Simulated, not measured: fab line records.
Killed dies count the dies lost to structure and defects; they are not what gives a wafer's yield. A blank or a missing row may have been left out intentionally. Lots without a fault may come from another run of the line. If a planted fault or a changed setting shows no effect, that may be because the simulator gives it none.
fab line records / flow sky130
[record] lots = 6 wafers = 18 last-day = 50
route steps=708 shown CAP2M@615 METAL4@621
lots untouched by any fault: they come from a run of this same line in which no faults occurred
start-h: hours from the record's opening day to when the first of the lot's shown wafers began / wait-h: time in hours since the lot's previous step / " as in the row above / L1.1+2: one row covering several wafers at once / - no value, or no start was given / * or withheld: withheld / < > ~ a bound
route shown NAME@n: names a module that has steps shown in the file, with the first one's number in the route / usual: mean/standard deviation taken from wafers without a fault / same: alike in all rows / chamber/n: place in a boat / sites: the reading at each site / _std_site: how widely they spread, as a standard deviation / _edge_site: outer sites' mean less inner sites' / radius-mm: for every site, how far away it sits from the centre of the wafer / mask NAME#n: copy n / behind: tool/chamber where the wafer was last shaped / hold: the reason the lot was held/the length of the hold in hours/how it ended / device: transistor that didn't switch, given as n, p or np / end of line: the route-end tests of the same wafers / a step without rows: its recipe alone / killed: the dies lost at the first sort to structure and to defects; this is not the yield of the wafer / map: a wafer's dies, marking killed ones x, the rest . and places with no die _
set.NAME: the setting as run; set.NAME@STEP: as run at that earlier step / model.NAME: the simulator's own value behind a step, which no gauge read
lots seen at some steps along the route; tables by step, rows by wafer
services: a tool's chamber out of use, with start hour (start-h, from the record's first day; less than 0 if before it), hours out, and reason
[[steps]]
[step SKY_CAP2M_OVL_MEAS_12]
[usual] CAP2M_OVL = -1.3/1.4
lot.wafer=L470.1 tool=overlay-02 chamber=- start-h=1003.43 wait-h=0.1 CAP2M_OVL[nm]=-0.6
lot.wafer=L470.3 tool=overlay-02 chamber=- start-h=1003.43 wait-h=0.1 CAP2M_OVL[nm]=0.7
lot.wafer=L470.5 tool=overlay-02 chamber=- start-h=1003.43 wait-h=0.1 CAP2M_OVL[nm]=0.4
lot.wafer=L472.1 tool=overlay-02 chamber=- start-h=1016.73 wait-h=0.1 CAP2M_OVL[nm]=-1.5
lot.wafer=L472.2 tool=overlay-02 chamber=- start-h=1016.73 wait-h=0.1 CAP2M_OVL[nm]=-3.0
lot.wafer=L472.5 tool=overlay-02 chamber=- start-h=1016.73 wait-h=0.1 CAP2M_OVL[nm]=-2.0
lot.wafer=L480.3 tool=overlay-01 chamber=- start-h=1068.94 wait-h=0.1 CAP2M_OVL[nm]=-2.2
lot.wafer=L480.5 tool=overlay-01 chamber=- start-h=1068.94 wait-h=0.1 CAP2M_OVL[nm]=-1.7
lot.wafer=L480.6 tool=overlay-01 chamber=- start-h=1068.94 wait-h=0.1 CAP2M_OVL[nm]=-1.3
lot.wafer=L481.1 tool=overlay-02 chamber=- start-h=1081.13 wait-h=0.1 CAP2M_OVL[nm]=-1.7
lot.wafer=L481.4 tool=overlay-02 chamber=- start-h=1081.13 wait-h=0.1 CAP2M_OVL[nm]=0.0
lot.wafer=L481.6 tool=overlay-02 chamber=- start-h=1081.13 wait-h=0.1 CAP2M_OVL[nm]=-2.5
lot.wafer=L483.2 tool=overlay-01 chamber=- start-h=1086.41 wait-h=0.1 CAP2M_OVL[nm]=-1.2
lot.wafer=L483.3 tool=overlay-01 chamber=- start-h=1086.41 wait-h=0.1 CAP2M_OVL[nm]=-0.2
lot.wafer=L483.5 tool=overlay-01 chamber=- start-h=1086.41 wait-h=0.1 CAP2M_OVL[nm]=-2.8
lot.wafer=L487.4 tool=overlay-02 chamber=- start-h=1103.65 wait-h=0.1 CAP2M_OVL[nm]=-0.4
lot.wafer=L487.5 tool=overlay-02 chamber=- start-h=1103.65 wait-h=0.1 CAP2M_OVL[nm]=-0.7
lot.wafer=L487.6 tool=overlay-02 chamber=- start-h=1103.65 wait-h=0.1 CAP2M_OVL[nm]=-2.3
[step SKY_CAP2M_METAL_ETCH_13]
[recipe] target-depth-nm = 220 stop-on = SiO2 chemistry = Cl2/BCl3 target = TiN pressure-mtorr = 10 icp-w = 900 bias-w = 48.5 Cl2_flow_sccm = 60 bcl3-flow-sccm = 30 time-s = 62.9
[usual] drypump-motor-current-A = 5.60/0.29 mfc-cl2-sccm = 60.01/0.18 oes-product-au = 0.943/0.0072 throttle-valve-pct = 21.901/0.01
lot.wafer=L470.1 tool=rie-metal-04 chamber=0 start-h=1003.47 wait-h=0.0 drypump-motor-current-A=5.72 mfc-cl2-sccm=60.32 oes-product-au=0.939 rf-hours-counter-h=15 throttle-valve-pct=21.911
lot.wafer=L470.3 tool=rie-metal-04 chamber=0 start-h=1003.47 wait-h=0.0 drypump-motor-current-A=5.74 mfc-cl2-sccm=59.93 oes-product-au=0.945 rf-hours-counter-h=- throttle-valve-pct=21.910
lot.wafer=L470.5 tool=rie-metal-04 chamber=0 start-h=1003.47 wait-h=0.0 drypump-motor-current-A=5.71 mfc-cl2-sccm=59.77 oes-product-au=0.941 rf-hours-counter-h=- throttle-valve-pct=21.894
lot.wafer=L472.1 tool=rie-metal-01 chamber=0 start-h=1016.77 wait-h=0.0 drypump-motor-current-A=5.71 mfc-cl2-sccm=59.89 oes-product-au=0.942 rf-hours-counter-h=20 throttle-valve-pct=21.910
lot.wafer=L472.2 tool=rie-metal-01 chamber=1 start-h=1016.77 wait-h=0.0 drypump-motor-current-A=4.93 mfc-cl2-sccm=59.97 oes-product-au=0.945 rf-hours-counter-h=14 throttle-valve-pct=21.890
lot.wafer=L472.5 tool=rie-metal-01 chamber=0 start-h=1016.77 wait-h=0.0 drypump-motor-current-A=5.69 mfc-cl2-sccm=60.03 oes-product-au=0.939 rf-hours-counter-h=- throttle-valve-pct=21.877
lot.wafer=L480.3 tool=rie-metal-01 chamber=1 start-h=1068.99 wait-h=0.0 drypump-motor-current-A=4.94 mfc-cl2-sccm=60.19 oes-product-au=0.951 rf-hours-counter-h=- throttle-valve-pct=21.896
lot.wafer=L480.5 tool=rie-metal-01 chamber=0 start-h=1068.99 wait-h=0.0 drypump-motor-current-A=5.70 mfc-cl2-sccm=60.16 oes-product-au=0.957 rf-hours-counter-h=- throttle-valve-pct=21.867
lot.wafer=L480.6 tool=rie-metal-01 chamber=1 start-h=1068.99 wait-h=0.0 drypump-motor-current-A=4.92 mfc-cl2-sccm=60.13 oes-product-au=0.954 rf-hours-counter-h=- throttle-valve-pct=21.901
lot.wafer=L481.1 tool=rie-metal-01 chamber=0 start-h=1081.17 wait-h=0.0 drypump-motor-current-A=5.68 mfc-cl2-sccm=60.06 oes-product-au=0.929 rf-hours-counter-h=24 throttle-valve-pct=21.910
lot.wafer=L481.4 tool=rie-metal-01 chamber=0 start-h=1081.17 wait-h=0.0 drypump-motor-current-A=5.69 mfc-cl2-sccm=60.01 oes-product-au=0.928 rf-hours-counter-h=- throttle-valve-pct=21.911
lot.wafer=L481.6 tool=rie-metal-01 chamber=1 start-h=1081.17 wait-h=0.0 drypump-motor-current-A=4.93 mfc-cl2-sccm=59.96 oes-product-au=0.942 rf-hours-counter-h=- throttle-valve-pct=21.911
lot.wafer=L483.2 tool=rie-metal-04 chamber=0 start-h=1086.44 wait-h=0.0 drypump-motor-current-A=5.73 mfc-cl2-sccm=60.03 oes-product-au=0.933 rf-hours-counter-h=21 throttle-valve-pct=21.909
lot.wafer=L483.3 tool=rie-metal-04 chamber=1 start-h=1086.44 wait-h=0.0 drypump-motor-current-A=5.84 mfc-cl2-sccm=60.03 oes-product-au=0.930 rf-hours-counter-h=- throttle-valve-pct=21.910
lot.wafer=L483.5 tool=rie-metal-04 chamber=0 start-h=1086.44 wait-h=0.0 drypump-motor-current-A=5.74 mfc-cl2-sccm=60.09 oes-product-au=0.940 rf-hours-counter-h=- throttle-valve-pct=21.902
lot.wafer=L487.4 tool=rie-metal-02 chamber=0 start-h=1103.70 wait-h=0.0 drypump-motor-current-A=5.69 mfc-cl2-sccm=60.17 oes-product-au=0.948 rf-hours-counter-h=- throttle-valve-pct=21.904
lot.wafer=L487.5 tool=rie-metal-02 chamber=1 start-h=1103.70 wait-h=0.0 drypump-motor-current-A=5.70 mfc-cl2-sccm=59.92 oes-product-au=0.943 rf-hours-counter-h=- throttle-valve-pct=21.900
lot.wafer=L487.6 tool=rie-metal-02 chamber=0 start-h=1103.70 wait-h=0.0 drypump-motor-current-A=5.68 mfc-cl2-sccm=59.80 oes-product-au=0.944 rf-hours-counter-h=- throttle-valve-pct=21.892
[step SKY_CAP2M_STRIP_14]
[recipe] chemistry = O2/N2 power-w = 1400 pressure-mtorr = 1500 platen-temp-c = withheld o2-flow-sccm = 3000 n2-flow-sccm = 300 overash-fraction = 0.5
[usual] drypump-motor-current-A = 5.6/0.53 oes-product-au = 0.711/0.0042 strip-time-to-endpoint-s = 12.65/0.041
lot.wafer=L470.1 tool=plasma-asher-01 chamber=0 start-h=1003.63 wait-h=0.1 drypump-motor-current-A=5.0 oes-product-au=0.710 rf-hours-counter-h=55 strip-time-to-endpoint-s=12.63
lot.wafer=L470.3 tool=plasma-asher-01 chamber=0 start-h=1003.63 wait-h=0.1 drypump-motor-current-A=5.0 oes-product-au=0.709 rf-hours-counter-h=- strip-time-to-endpoint-s=12.61
lot.wafer=L470.5 tool=plasma-asher-01 chamber=0 start-h=1003.63 wait-h=0.1 drypump-motor-current-A=4.9 oes-product-au=0.717 rf-hours-counter-h=- strip-time-to-endpoint-s=12.64
lot.wafer=L472.1 tool=plasma-asher-01 chamber=1 start-h=1016.85 wait-h=0.1 drypump-motor-current-A=6.3 oes-product-au=0.710 rf-hours-counter-h=57 strip-time-to-endpoint-s=12.68
lot.wafer=L472.2 tool=plasma-asher-01 chamber=0 start-h=1016.85 wait-h=0.1 drypump-motor-current-A=4.9 oes-product-au=0.716 rf-hours-counter-h=57 strip-time-to-endpoint-s=12.66
lot.wafer=L472.5 tool=plasma-asher-01 chamber=1 start-h=1016.85 wait-h=0.1 drypump-motor-current-A=6.4 oes-product-au=0.710 rf-hours-counter-h=- strip-time-to-endpoint-s=12.66
lot.wafer=L480.3 tool=plasma-asher-01 chamber=0 start-h=1069.07 wait-h=0.1 drypump-motor-current-A=4.9 oes-product-au=0.707 rf-hours-counter-h=- strip-time-to-endpoint-s=12.68
lot.wafer=L480.5 tool=plasma-asher-01 chamber=1 start-h=1069.07 wait-h=0.1 drypump-motor-current-A=6.4 oes-product-au=0.708 rf-hours-counter-h=- strip-time-to-endpoint-s=12.66
lot.wafer=L480.6 tool=plasma-asher-01 chamber=0 start-h=1069.07 wait-h=0.1 drypump-motor-current-A=4.9 oes-product-au=0.713 rf-hours-counter-h=- strip-time-to-endpoint-s=12.67
lot.wafer=L481.1 tool=plasma-asher-02 chamber=1 start-h=1081.25 wait-h=0.1 drypump-motor-current-A=5.8 oes-product-au=0.716 rf-hours-counter-h=92 strip-time-to-endpoint-s=12.65
lot.wafer=L481.4 tool=plasma-asher-02 chamber=0 start-h=1081.25 wait-h=0.1 drypump-motor-current-A=5.1 oes-product-au=0.714 rf-hours-counter-h=- strip-time-to-endpoint-s=12.69
lot.wafer=L481.6 tool=plasma-asher-02 chamber=1 start-h=1081.25 wait-h=0.1 drypump-motor-current-A=5.8 oes-product-au=0.705 rf-hours-counter-h=- strip-time-to-endpoint-s=12.60
lot.wafer=L483.2 tool=plasma-asher-03 chamber=1 start-h=1086.51 wait-h=0.1 drypump-motor-current-A=5.9 oes-product-au=0.706 rf-hours-counter-h=35 strip-time-to-endpoint-s=12.66
lot.wafer=L483.3 tool=plasma-asher-03 chamber=0 start-h=1086.51 wait-h=0.1 drypump-motor-current-A=5.6 oes-product-au=0.714 rf-hours-counter-h=- strip-time-to-endpoint-s=12.68
lot.wafer=L483.5 tool=plasma-asher-03 chamber=1 start-h=1086.51 wait-h=0.1 drypump-motor-current-A=5.8 oes-product-au=0.710 rf-hours-counter-h=- strip-time-to-endpoint-s=12.69
lot.wafer=L487.4 tool=plasma-asher-02 chamber=0 start-h=1103.78 wait-h=0.1 drypump-motor-current-A=5.1 oes-product-au=0.707 rf-hours-counter-h=- strip-time-to-endpoint-s=12.68
lot.wafer=L487.5 tool=plasma-asher-02 chamber=0 start-h=1103.78 wait-h=0.1 drypump-motor-current-A=5.1 oes-product-au=0.719 rf-hours-counter-h=- strip-time-to-endpoint-s=12.63
lot.wafer=L487.6 tool=plasma-asher-02 chamber=1 start-h=1103.78 wait-h=0.1 drypump-motor-current-A=5.8 oes-product-au=0.714 rf-hours-counter-h=- strip-time-to-endpoint-s=12.72
[step SKY_CAP2M_STRIP_15]
[recipe] chemistry = post-etch-residue-remover time-s = 1200 temp-c = 72.5
[step SKY_CAP2M_CLEAN_16]
[recipe] chemistry = IPA time-s = 180 temp-c = 25
[step SKY_CAP2M_CLEAN_17]
[recipe] chemistry = O3/DIW dry = n2-spin
[step SKY_METAL4_DEHYDRATE_05]
[recipe] temp-c = 200 time-s = 60
[step SKY_METAL4_HMDS_06]
[recipe] prime-time-s = 60 prime-temp-c = 120
[step SKY_METAL4_COAT_07]
[recipe] resist = BARC temp-c = withheld time-s = withheld spin-rpm = 3000 resist-thk-nm = 60
[step SKY_METAL4_COAT_08]
[recipe] resist = KrF-thick spin-rpm = 3000 resist-thk-nm = 1140
[step SKY_METAL4_SOFTBAKE_09]
[recipe] temp-c = 100 time-s = 90 resist = KrF-thick
[step SKY_METAL4_EXPOSE_10]
[recipe] mask-id = MM4 na = 0.68 source-shape = annular sigma-inner = 0.4 sigma-outer = 0.8 target-cd-nm = 300 dose-mj = 28
[step SKY_METAL4_PEB_11]
[recipe] peb-temp-c = withheld peb-time-s = withheld resist = KrF-thick
[usual] chill-plate-temp-C = * exhaust-pa = 45.1/0.96
lot.wafer=L470.1 tool=litho-track-04 chamber=0 start-h=1025 wait-h=- chill-plate-temp-C=* exhaust-pa=44.5
lot.wafer=L470.3 tool=litho-track-04 chamber=0 start-h=1026 wait-h=- chill-plate-temp-C=* exhaust-pa=45.1
lot.wafer=L470.5 tool=litho-track-04 chamber=0 start-h=1026 wait-h=- chill-plate-temp-C=* exhaust-pa=45.0
lot.wafer=L472.1 tool=litho-track-02 chamber=0 start-h=1039 wait-h=- chill-plate-temp-C=* exhaust-pa=45.3
lot.wafer=L472.2 tool=litho-track-02 chamber=0 start-h=1039 wait-h=- chill-plate-temp-C=* exhaust-pa=43.9
lot.wafer=L472.5 tool=litho-track-02 chamber=0 start-h=1039 wait-h=- chill-plate-temp-C=* exhaust-pa=44.4
lot.wafer=L480.3 tool=litho-track-02 chamber=- start-h=1089 wait-h=- chill-plate-temp-C=- exhaust-pa=-
lot.wafer=L480.5 tool=litho-track-02 chamber=- start-h=1089 wait-h=- chill-plate-temp-C=- exhaust-pa=-
lot.wafer=L480.6 tool=litho-track-02 chamber=- start-h=1089 wait-h=- chill-plate-temp-C=- exhaust-pa=-
lot.wafer=L481.1 tool=litho-track-02 chamber=- start-h=1102 wait-h=- chill-plate-temp-C=- exhaust-pa=-
lot.wafer=L481.4 tool=litho-track-02 chamber=- start-h=1102 wait-h=- chill-plate-temp-C=- exhaust-pa=-
lot.wafer=L481.6 tool=litho-track-02 chamber=- start-h=1102 wait-h=- chill-plate-temp-C=- exhaust-pa=-
lot.wafer=L483.2 tool=litho-track-02 chamber=0 start-h=1107 wait-h=- chill-plate-temp-C=* exhaust-pa=44.4
lot.wafer=L483.3 tool=litho-track-02 chamber=0 start-h=1107 wait-h=- chill-plate-temp-C=* exhaust-pa=44.2
lot.wafer=L483.5 tool=litho-track-02 chamber=0 start-h=1107 wait-h=- chill-plate-temp-C=* exhaust-pa=45.4
lot.wafer=L487.4 tool=litho-track-01 chamber=0 start-h=1125 wait-h=- chill-plate-temp-C=* exhaust-pa=46.6
lot.wafer=L487.5 tool=litho-track-01 chamber=0 start-h=1125 wait-h=- chill-plate-temp-C=* exhaust-pa=45.3
lot.wafer=L487.6 tool=litho-track-01 chamber=0 start-h=1125 wait-h=- chill-plate-temp-C=* exhaust-pa=45.9
[step SKY_METAL4_DEVELOP_12]
[recipe] develop-time-s = 60 resist = KrF-thick dev-temp-c = 21
[[services]]
tool=rie-metal-01 chamber=- start-h=985.16 hours=2.6 kind=repair
tool=rie-metal-04 chamber=1 start-h=997.98 hours=14.3 kind=repair
tool=rie-metal-01 chamber=1 start-h=998.53 hours=12.9 kind=repair
tool=plasma-asher-03 chamber=- start-h=1110.84 hours=0.5 kind=repair
tool=plasma-asher-03 chamber=- start-h=1124.28 hours=2.8 kind=pm
[[key]]
[first-sign] step = SKY_METAL4_PEB_11 reading = tool-record direction = missing
effect none on later readings
met-at SKY_METAL4_PEB_11
struck-wafers L480.3,L480.5,L480.6,L481.1,L481.4,L481.6
later-rows-left-out L480.3,L480.5,L480.6,L481.1,L481.4,L481.6
sort-left-out L480.3,L480.5,L480.6,L481.1,L481.4,L481.6
onset-between 1039 1089
[fault] kind = skipped-step-whole tool = litho-track-02 chamber = - onset-h = 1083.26 steps = SKY_METAL4_PEB_11 scope = struck-lots-only
// sort-left-out: the simulated sort isn't trusted on such a fault, so these wafers' sort isn't shown, and their yield isn't known
// later-rows-left-out: the simulator's readings of these wafers behind a module that went badly wrong aren't trusted and aren't shown, but for the sort
